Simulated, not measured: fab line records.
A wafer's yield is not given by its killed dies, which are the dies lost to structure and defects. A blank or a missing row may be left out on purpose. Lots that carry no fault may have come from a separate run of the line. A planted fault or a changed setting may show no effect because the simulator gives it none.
A lot that was struck, set against a sound lot :: flow sky130 :: 28 steps out of a route of 708
Sound: the wafers L311.3, L311.5, L311.6. Struck: wafer L315.5. (L315.2 of the same lot was not struck and is left out.) The cause comes at the end.
Per side, at each step with rows, come the tool, then ch with its chambers, and then its first start. Under that, the readings that differ: sound wafers :: struck wafers :: difference of the means :: sigmas: that difference in standard deviations of wafers without a fault.
alike: words and numbers the same on both sides, and readings whose means are apart by under 2 such deviations; not compared: readings that were withheld, readings missing a value for some wafer, numbers with overlapping values and no deviation given by the record, and bounds like >300 which may hide the same value.
Wherever a step has rows on one side only, a row that says differs or no value, or a row with sigmas, the two part there. Numbers that don't overlap but have no deviation are shown without sigmas and don't part them. Lack of a reading on every wafer of one side parts them only where that side has two or more wafers.

SKY_VIA4_ETCH_12: etches SiO2 in C4F8/O2/Ar, stops on TiN, target depth 580 nm.
  sound on rieDiel-01 ch 0,1,3, day 44 03:30; struck on rieDiel-03 ch 3, day 46 22:20
  alike: oesProductAu
then, 4 steps without rows for these wafers: SKY_VIA4_STRIP_13 (strips in O2/N2); SKY_VIA4_STRIP_14 (strips in post etch residue remover, time 1200 s); SKY_VIA4_CLEAN_15 (cleans in IPA, time 180 s); SKY_VIA4_CLEAN_16 (cleans in O3/DIW).
SKY_VIA4_SPUTTER_17: material TiN, target thk 20 nm, time 80 s.
  sound on pvdSputter-03, day 44 04:10; struck on pvdSputter-01, day 46 23:02
  alike: throttleValvePct
SKY_VIA4_CVD_18: deposits W, target thk 505 nm, time 152.14 s.
  sound on cvdW-02 ch 0,1, day 44 04:23; struck on cvdW-02 ch 0, day 46 23:05
  alike: heaterPowerW
SKY_VIA4_RS_MEAS_19: measurement is done with a four-point probe.
  sound on filmMetro-03, day 44 04:31; struck on filmMetro-01, day 46 23:25
  alike: VIA4_W_RS
SKY_VIA4_THK_MEAS_20: measures by xrf.
  sound on filmMetro-03, day 44 04:37; struck on filmMetro-01, day 46 23:31
  alike: VIA4_W_THK
then, 1 step without rows for these wafers: SKY_VIA4_CMP_21 (polishes, stops on SiO2, t overpolish 25 s, target thk 0 nm).
SKY_METAL5_SPUTTER_00: material Ti, target thk 15 nm, time 10 s.
  sound on pvdSputter-01, day 44 04:59; struck on pvdSputter-03, day 46 23:52
  alike: throttleValvePct
then, 1 step without rows for these wafers: SKY_METAL5_SPUTTER_01 (material TiN, target thk 20 nm, time 16.7 s).
SKY_METAL5_SPUTTER_02: material AlCu, target thk 1150 nm, time 61.2 s.
  sound on pvdSputter-01, day 44 05:02; struck on pvdSputter-03, day 46 23:55
reading: model.AlCu_of_METAL5_SPUTTER_02.thkNm (nm)
sound: 1127 1121 1126
struck: 1102
difference: -23
sigmas: 
  alike: throttleValvePct
then, 2 steps without rows for these wafers: SKY_METAL5_SPUTTER_03 (material Ti, target thk 5 nm, time 3.3 s); SKY_METAL5_SPUTTER_04 (material TiN, target thk 70 nm, time 58.3 s).
SKY_METAL5_RS_MEAS_05: measurement is done with a four-point probe.
  sound on filmMetro-04, day 44 05:11; struck on filmMetro-03, day 47 00:04
  alike: METAL5_ALCU_RS
SKY_METAL5_THK_MEAS_06: measures by xrf.
  sound on filmMetro-04, day 44 05:17; struck on filmMetro-03, day 47 00:10
reading: METAL5_ALCU_THK (nm)
sound: 1102 1092 1092
struck: 1059
difference: -36
sigmas: -2
then, 7 steps without rows for these wafers: SKY_METAL5_DEHYDRATE_07 (time 60 s); SKY_METAL5_HMDS_08 (prime time 60 s); SKY_METAL5_COAT_09 (resist thk 1800 nm); SKY_METAL5_SOFTBAKE_10 (time 60 s); SKY_METAL5_EXPOSE_11 (exposes mask MM5, target cd 1600 nm); SKY_METAL5_PEB_12; SKY_METAL5_DEVELOP_13 (develop time 60 s).
SKY_METAL5_DESCUM_14: chemistry O2, time 11 s.
  sound on rieMetal-02 ch 0,1, day 45 02:07; struck on rieMetal-02 ch 0, day 47 19:30
  alike: drypumpMotorCurrentA, oesProductAu
  not compared: rfHoursCounterH
SKY_METAL5_METAL_ETCH_15: etches the open film in Cl2/BCl3, stops on SiO2, target depth 1260 nm, time 252 s.
  sound on rieMetal-02 ch 0,1, day 45 02:13; struck on rieMetal-02 ch 0, day 47 19:32
reading: oesProductAu (a.u.)
sound: 0.894 0.896 0.901
struck: 0.878
difference: -0.019
sigmas: -4

reading: model.METAL5.featureDepthNm (nm)
sound: 1256 1251 1257
struck: 1233
difference: -22
sigmas: 

reading: model.etch.depthNm (nm)
sound: 1256 1251 1257
struck: 1233
difference: -22
sigmas: 
  alike: bcl3FlowSccm, drypumpMotorCurrentA, throttleValvePct
  not compared: rfHoursCounterH
then, 1 step without rows for these wafers: SKY_METAL5_STRIP_16 (strips in O2/N2).
SKY_PAD_OPEN_PROBE_99:
  sound on prober-01, day 46 22:22; struck on prober-02, day 49 16:24
reading: model.etest.met5.rsOhmSq
sound: 0.02793 0.02766 0.02767
struck: 0.02826
difference: +0.00051
sigmas: 

reading: model.etest.met5.lineOhmUm
sound: 0.01751 0.01733 0.01736
struck: 0.01758
difference: +0.00018
sigmas: 
  alike: defectLimitedYield, killed_at_M0_to_M3, killed_at_M4_up, killedAtContacts, killedAtFrontEnd, killedAtOther, killedDies, killedOpen, killedShort, sort_bin_3_pad_short, sort_bin_5_function, sort_bin_6_memory, sortNPass, sortYieldPct

WHERE THEY PART
Last at SKY_METAL5_METAL_ETCH_15 as far as this record goes, first at SKY_METAL5_THK_MEAS_06. Later steps at which nothing parts them and some readings are alike: SKY_PAD_OPEN_PROBE_99.

WHY: what the simulator had put in
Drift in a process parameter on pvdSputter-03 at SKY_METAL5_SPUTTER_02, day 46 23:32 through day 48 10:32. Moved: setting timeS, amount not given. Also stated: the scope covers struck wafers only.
